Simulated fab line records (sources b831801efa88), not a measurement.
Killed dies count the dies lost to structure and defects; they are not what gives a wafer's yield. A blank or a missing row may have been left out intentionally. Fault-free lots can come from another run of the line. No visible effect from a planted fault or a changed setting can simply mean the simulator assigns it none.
What tool caused it? | flow sky130 | 6 lots with 18 wafers sampled at 2 steps, on a route of 708 steps

## WHAT THE GAUGES READ, wafer by wafer
SKY_METAL4_OVL_MEAS_14.
lot  | measured     | on         | METAL4_OVL (nm)
L697 | day 43 02:52 | overlay-02 | 4 1 5
L698 | day 43 18:16 | overlay-01 | 11 8 2
L701 | day 44 03:55 | overlay-02 | 2 -13 -2
L707 | day 45 13:11 | overlay-02 | 0 -2 -4
L709 | day 46 08:55 | overlay-02 | 1 -5 5
L712 | day 47 04:34 | overlay-02 | 4 -2 0

## WHICH TOOL RAN EACH LOT (tool, then ch and the chambers of the sampled wafers, then the start)
lot  | SKY_LDD_HVN_STRIP_09
L697 | plasmaAsher-02 ch 0,1, day 21 22:05
L698 | plasmaAsher-02 ch 0,1, day 23 00:56
L701 | plasmaAsher-04 ch 0,1, day 23 16:11
L707 | plasmaAsher-01 ch 0,1, day 25 14:37
L709 | plasmaAsher-02 ch 0, day 26 11:44
L712 | plasmaAsher-01 ch 0,1, day 27 12:23
- SKY_LDD_HVN_STRIP_09: strips in O2/N2.

## THE ANSWER, worked out from the rows above alone
Rule: the lots themselves supply what counts as usual. Put in order of their means at a reading, lots are off if they are a third of the lots or fewer, leave a main group of 4 or more, and stand apart from it by a gap of 3 or more times the standard deviation of the main group's means; of several such gaps the widest counts. A main group whose means are all the same, to the digits that the tables above print for the reading, isn't used. A lot without any number at a reading at which 4 lots or more have one is off too. The other lots that the step has rows for count as sound.
Across all readings shown, no lot is off: no conclusion can be drawn from this.

## WHAT THE SIMULATOR PUT IN
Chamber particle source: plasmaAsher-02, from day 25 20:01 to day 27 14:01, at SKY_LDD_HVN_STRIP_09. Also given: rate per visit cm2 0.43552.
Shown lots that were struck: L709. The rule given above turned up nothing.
